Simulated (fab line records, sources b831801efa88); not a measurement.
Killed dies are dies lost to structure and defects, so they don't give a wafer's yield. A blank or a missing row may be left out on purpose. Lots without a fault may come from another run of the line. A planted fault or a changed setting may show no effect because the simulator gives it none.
Which tool did it? | flow sky130 | 12 lots, 36 wafers sampled, at 2 steps of a route of 708

WHAT THE GAUGES READ, wafer by wafer
SKY_METAL3_CD_MEAS_13: target cd 300 nm. Usual: cd_nm 300.0 nm, standard deviation 1.3.
lot  | measured     | on        | cd_nm (nm)        | flag
L675 | day 38 23:30 | cd_sem-02 | 302.7 302.2 300.9 |
L677 | day 39 08:11 | cd_sem-02 | 299.3 299.1 299.7 |
L678 | day 39 19:44 | cd_sem-01 | 300.9 300.7 300.6 |
L680 | day 40 07:56 | cd_sem-01 | 299.4 299.8 300.5 |
L683 | day 41 07:42 | cd_sem-02 | 299.3 298.2 297.8 |
L685 | day 42 00:03 | cd_sem-02 | 300.4 300.8 301.3 |
L686 | day 42 03:26 | cd_sem-02 | 298.9 298.8 299.9 |
L687 | day 42 09:33 | cd_sem-01 | 300.7 300.0 300.2 |
L688 | day 42 16:37 | cd_sem-01 | 301.6 301.1 302.6 |
L690 | day 43 10:46 | cd_sem-01 | 300.6 298.6 298.7 |
L696 | day 44 23:29 | cd_sem-02 | 299.7 299.1 300.0 |
L697 | day 45 06:42 | cd_sem-02 | 301.0 299.2 303.0 |

WHICH TOOL RAN EACH LOT (tool, then ch and the chambers of the sampled wafers, then the start)
lot  | SKY_METAL3_SPUTTER_03
L675 | pvd_sputter-02, day 36 19:21
L677 | pvd_sputter-02, day 37 04:50
L678 | pvd_sputter-01, day 37 16:09
L680 | pvd_sputter-04, day 38 05:06
L683 | pvd_sputter-01, day 39 06:12
L685 | pvd_sputter-04, day 39 23:20
L686 | pvd_sputter-04, day 40 02:30
L687 | pvd_sputter-04, day 40 08:53
L688 | pvd_sputter-02, day 40 15:34
L690 | pvd_sputter-02, day 41 11:04
L696 | pvd_sputter-01, day 43 02:08
L697 | pvd_sputter-02, day 43 08:29
- SKY_METAL3_SPUTTER_03: material Ti, target thk 5 nm, time 3.3 s.

WHAT THE TOOLS THEMSELVES READ (means of the sampled wafers that have a number; where no wafer has one, the mark that the record gives instead)
SKY_METAL3_SPUTTER_03. Usual: throttle_valve_pct 30.0 %, standard deviation 0.76.
lot  | tool           | throttle_valve_pct (%) | flag
L675 | pvd_sputter-02 | 30.4                   |
L677 | pvd_sputter-02 | 30.5                   |
L678 | pvd_sputter-01 | 29.4                   |
L680 | pvd_sputter-04 | 30.1                   |
L683 | pvd_sputter-01 | 28.7                   |
L685 | pvd_sputter-04 | 30.0                   |
L686 | pvd_sputter-04 | 29.8                   |
L687 | pvd_sputter-04 | 30.2                   |
L688 | pvd_sputter-02 | 30.3                   |
L690 | pvd_sputter-02 | 30.3                   |
L696 | pvd_sputter-01 | 29.6                   |
L697 | pvd_sputter-02 | 29.9                   |

THE ANSWER, worked out from the rows above alone
Rule: a lot is off if the mean of its wafers that have a number lies more than 3 standard deviations from the usual mean. A lot without any number at a reading at which 4 lots or more have one is off too. The other lots that the step has rows for count as sound. The gauges are gone through in route order, then the tools' own readings, and for those a lot's mean is taken as printed above. The first step at which some lot is off is used, and at that step the reading that is off furthest; a lot without a number counts as furthest.
No lot is off at any reading shown: from this, nothing can be told.

WHAT THE SIMULATOR HAD PUT IN
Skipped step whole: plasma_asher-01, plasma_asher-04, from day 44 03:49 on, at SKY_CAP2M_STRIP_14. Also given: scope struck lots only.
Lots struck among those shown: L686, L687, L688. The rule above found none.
